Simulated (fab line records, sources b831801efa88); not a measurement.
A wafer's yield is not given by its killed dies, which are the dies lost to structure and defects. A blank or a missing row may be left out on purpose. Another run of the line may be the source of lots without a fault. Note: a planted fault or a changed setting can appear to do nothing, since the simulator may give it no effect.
Struck lot and sound lot, side by side    flow sky130    32 steps out of a route of 708
Sound: the wafers L543.2, L543.3, L543.6. Wafers L550.1, L550.2, L550.3 were the ones struck. Last of all comes the cause.
Each step with rows lists, per side, the tool, then ch with its chambers, then its first start. Under that, the readings that differ: sound wafers    struck wafers    difference of the means    sigmas: that difference in standard deviations of wafers without a fault.
alike: readings with means less than 2 such deviations apart, plus words and numbers identical on both sides. not compared: withheld readings, readings lacking a value on some wafer, bounds such as >300 that could conceal the same value, and numbers that have no deviation in the record and whose values overlap.
The two part at a step that has a row with sigmas, a row that says differs or no value, or rows on one side only. Non-overlapping numbers with no deviation appear without sigmas and do not part them. A reading missing from all wafers of one side parts the sides only when that side holds two or more wafers.

SKY_PWDE_OVL_MEAS_07:
  sound: overlay-02 at day 6 06:33; struck: overlay-01 at day 7 19:50
  alike: PWDE_OVL
after that, 1 step had no rows for these wafers: SKY_PWDE_IMPLANT_08.
SKY_PWDE_STRIP_09: strips in O2/N2.
  sound on plasma asher-01 ch 0,1, day 6 06:44; struck on plasma asher-02 ch 0,1, day 7 20:02
reading                      sound        struck       difference  sigmas
drypump motor current A (A)  5.1 5.1 5.1  6.1 5.6 5.7  +0.7        +2
  alike: n2 flow sccm, oes product au, strip time to endpoint s
  not compared: rf hours counter h
SKY_PWDE_TW_MEAS_10:
  sound: film metro-01 at day 6 06:50; struck: film metro-04 at day 7 20:08
  alike: PWDE_TW
then, 7 steps without rows for these wafers: SKY_NWELL_DEHYDRATE_03 (time 60 s); SKY_NWELL_HMDS_04 (prime time 60 s); SKY_NWELL_COAT_05 (resist thk 3000 nm); SKY_NWELL_SOFTBAKE_06; SKY_NWELL_EXPOSE_07 (exposes mask NWM, target cd 840 nm); SKY_NWELL_PEB_08; SKY_NWELL_DEVELOP_09 (develop time 61.01 s).
SKY_NWELL_OVL_MEAS_10:
  sound: overlay-01 at day 7 01:34; struck: overlay-02 at day 8 16:33
  alike: NWELL_00_OVL
SKY_NWELL_IMPLANT_11:
  sound on implanter-02 ch 0, day 7 01:37; struck on implanter-02 ch 0, day 8 16:35
reading        sound                             struck                            difference   sigmas
dose ions cm2  1.8992e+13 1.8983e+13 1.8991e+13  1.8411e+13 1.8413e+13 1.8431e+13  -5.7033e+11  -26
  alike: end station pressure torr
then, 2 steps without rows for these wafers: SKY_NWELL_IMPLANT_12; SKY_NWELL_IMPLANT_13.
SKY_NWELL_STRIP_14: strips in O2/N2.
  sound on plasma asher-03 ch 0,1, day 7 02:02; struck on plasma asher-03 ch 0,1, day 8 17:02
  alike: drypump motor current A, n2 flow sccm, oes product au, strip time to endpoint s
  not compared: rf hours counter h
SKY_NWELL_TW_MEAS_15:
  sound: film metro-01 at day 7 02:09; struck: film metro-03 at day 8 17:08
reading   sound           struck          difference  sigmas
NWELL_TW  1845 1844 1849  1800 1802 1804  -44         -3
then, 7 steps without rows for these wafers: SKY_NWELL_DEHYDRATE_16 (time 60 s); SKY_NWELL_HMDS_17 (prime time 60 s); SKY_NWELL_COAT_18 (resist thk 3000 nm); SKY_NWELL_SOFTBAKE_19; SKY_NWELL_EXPOSE_20 (exposes mask NWM COMPLEMENT, target cd 840 nm); SKY_NWELL_PEB_21; SKY_NWELL_DEVELOP_22 (develop time 60 s).
SKY_NWELL_OVL_MEAS_23:
  sound: overlay-02 at day 7 21:46; struck: overlay-02 at day 9 14:51
  alike: NWELL_01_OVL
after that, 1 step had no rows for these wafers: SKY_NWELL_IMPLANT_24.
SKY_NWELL_STRIP_25: strips in O2/N2.
  sound on plasma asher-04 ch 1, day 7 21:57; struck on plasma asher-03 ch 0,1, day 9 15:02
reading                       sound              struck             difference  sigmas
strip time to endpoint s (s)  36.78 36.71 36.82  36.96 37.06 37.05  +0.25       +2
  alike: drypump motor current A, n2 flow sccm, oes product au
  not compared: rf hours counter h
SKY_NWELL_TW_MEAS_26:
  sound: film metro-04 at day 7 22:04; struck: film metro-03 at day 9 15:08
  alike: NWELL_2_TW
then, 1 step without rows for these wafers: SKY_NWELL_CLEAN_27 (cleans in SC1/SC2, time 155.1 s).
SKY_NWELL_RTA_28: time 30 s.
  sound on rtp anneal-01 ch 0, day 7 22:11; struck on rtp anneal-02 ch 0, day 9 15:15
reading         sound              struck             difference  sigmas
chamber o2 ppm  2.028 2.029 2.009  1.948 1.983 1.980  -0.052      -3
  alike: lamp power pct, wafer_temp_C_max
SKY_NWELL_RS_MEAS_29: the measuring method here is four-point-probe.
  sound: film metro-01 at day 7 22:23; struck: film metro-04 at day 9 15:21
reading            sound              struck             difference  sigmas
NWELL_RS (ohm/sq)  622.0 623.8 625.0  633.9 635.4 635.2  +11.2       +9
-- the record jumps here: 40 days lie between the struck wafers' starts before and after (it left off in module NWELL and takes up again in module PAD_OPEN, whose first step shown is number 708 of the route) --
SKY_PAD_OPEN_PROBE_99:
  sound: prober-01 at day 48 07:11; struck: prober-01 at day 49 23:08
  alike: killed_at_M0_to_M3, killed_at_M4_up, killed at contacts, killed at front end, killed at other, killed dies, killed open, killed short

WHERE THEY PART
At SKY_PWDE_STRIP_09 first; at SKY_NWELL_RS_MEAS_29 last (within this record only). Later steps at which nothing parts them and some readings are alike: SKY_PAD_OPEN_PROBE_99.

WHY: the cause the simulator had injected
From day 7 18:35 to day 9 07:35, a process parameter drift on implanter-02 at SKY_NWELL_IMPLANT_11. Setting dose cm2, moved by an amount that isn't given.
